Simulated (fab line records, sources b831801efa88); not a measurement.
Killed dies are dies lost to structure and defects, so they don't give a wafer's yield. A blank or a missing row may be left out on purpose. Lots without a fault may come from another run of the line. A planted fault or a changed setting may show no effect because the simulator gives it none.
A struck lot beside a sound one | flow sky130 | 15 steps out of a route of 708
Sound: wafers L463.2, L463.4, L463.6. Struck: wafers L456.1, L456.2, L456.4. The cause comes at the end.
At each step with rows: each side's tool, then ch and its chambers, then its first start. Under that, the readings that differ: sound wafers | struck wafers | difference of the means | sigmas: that difference in standard deviations of wafers without a fault.
alike: readings whose means differ by less than 2 such deviations, and words and numbers that are the same on both sides. not compared: withheld readings, readings that some wafer has no value for, bounds like >300 that may hide the same value, and numbers for which the record gives no deviation and whose values overlap.
The two part at a step that has a row with sigmas, a row that says differs or no value, or rows on one side only. Numbers that don't overlap but have no deviation are shown without sigmas and don't part them. A reading that every wafer of one side lacks parts them only if that side has two wafers or more.

SKY_VIA1_ETCH_14: etches BARC in N2/H2, stops on SiO2, time 45.9 s, target depth 60 nm.
  sound on rie_diel-03 ch 0,1,2, day 39 03:41; struck on rie_diel-01 ch 0,2,3, day 37 09:49
  alike: drypump_motor_current_A, oes_product_au, throttle_valve_pct
  not compared: rf_hours_counter_h
SKY_VIA1_ETCH_15: etches SiO2 in C4F8/O2/Ar, stops on TiN, target depth 351 nm, time 54 s.
  sound on rie_diel-03 ch 0,1,2, day 39 03:44; struck on rie_diel-01 ch 0,2,3, day 37 09:52
  alike: oes_product_au
  not compared: rf_hours_counter_h
then, 6 steps without rows for these wafers: SKY_VIA1_STRIP_16 (strips in O2/N2); SKY_VIA1_STRIP_17 (strips in post etch residue remover, time 1200 s); SKY_VIA1_CLEAN_18 (cleans in IPA, time 180 s); SKY_VIA1_CLEAN_19 (cleans in O3/DIW); SKY_VIA1_SPUTTER_20 (material TiN, target thk 20 nm, time 80 s); SKY_VIA1_CVD_21 (deposits W, target thk 270 nm, time 80.902 s).
SKY_VIA1_RS_MEAS_22: measures by four-point-probe.
  sound on film_metro-02, day 39 04:40; struck on film_metro-01, day 37 10:41
  alike: VIA1_W_RS
SKY_VIA1_THK_MEAS_23: measures by xrf.
  sound on film_metro-02, day 39 04:47; struck on film_metro-01, day 37 10:49
  alike: VIA1_W_THK
SKY_VIA1_CMP_24: polishes, stops on SiO2, t overpolish 15 s, target thk 0 nm.
  sound on cmp-01 ch 0,3, day 39 04:53; struck on cmp-01 ch 1,2,3, day 37 10:52
  alike: motor_current_A, overpolish_run_s, slurry_filter_dp_kPa, slurry_flow_ml_min, time_to_endpoint_s
SKY_METAL2_SPUTTER_00: material Ti, target thk 15 nm, time 10 s.
  sound on pvd_sputter-04, day 39 05:08; struck on pvd_sputter-02, day 37 11:10
  reading                | sound          | struck         | difference | sigmas
  throttle_valve_pct (%) | 27.1 29.2 26.9 | 29.8 32.1 30.2 | +3.0       | +3
  alike: cathode_dc_power_W, chamber_pressure_pa
SKY_METAL2_SPUTTER_01: material TiN, target thk 20 nm, time 16.7 s.
  sound on pvd_sputter-04, day 39 05:10; struck on pvd_sputter-02, day 37 11:12
  no value came back on the struck wafers for cathode_dc_power_W (W), chamber_pressure_pa (Pa), throttle_valve_pct (%); on the sound wafers cathode_dc_power_W (W) reads 6500.1 6500.6 6501.2
SKY_METAL2_SPUTTER_02: material AlCu, target thk 250 nm, time 13.3 s.
  sound on pvd_sputter-04, day 39 05:11; struck on pvd_sputter-02, day 37 11:13
  reading                | sound          | struck         | difference | sigmas
  throttle_valve_pct (%) | 27.1 29.3 27.0 | 29.7 31.7 30.3 | +2.8       | +3
  alike: cathode_dc_power_W, chamber_pressure_pa
-- the record jumps here: 11 days lie between the struck wafers' starts before and after (it left off in module METAL2 and takes up again in module PAD_OPEN, whose first step shown is number 708 of the route) --
SKY_PAD_OPEN_PROBE_99:
  sound on prober-01, day 49 18:41; struck on prober-01, day 48 10:15
  reading                      | sound                | struck               | difference | sigmas
  model.etest.met2.line_ohm_um | 0.8967 0.9131 0.9315 | 1.097 1.073 1.086    | +0.172     |
  model.etest.met2.rs_ohm_sq   | 0.1275 0.1297 0.1293 | 0.1534 0.1534 0.1516 | +0.0240    |
  alike: defect_limited_yield, killed_at_M0_to_M3, killed_at_M4_up, killed_at_contacts, killed_at_front_end, killed_at_other, killed_dies, killed_open, killed_short, sort_bin_3_pad_short, sort_bin_5_function, sort_bin_6_memory, sort_n_pass, sort_yield_pct

WHERE THEY PART
First at SKY_METAL2_SPUTTER_00; last, within this record, at SKY_METAL2_SPUTTER_02. Later steps at which nothing parts them and some readings are alike: SKY_PAD_OPEN_PROBE_99.

WHY: what the simulator had put in
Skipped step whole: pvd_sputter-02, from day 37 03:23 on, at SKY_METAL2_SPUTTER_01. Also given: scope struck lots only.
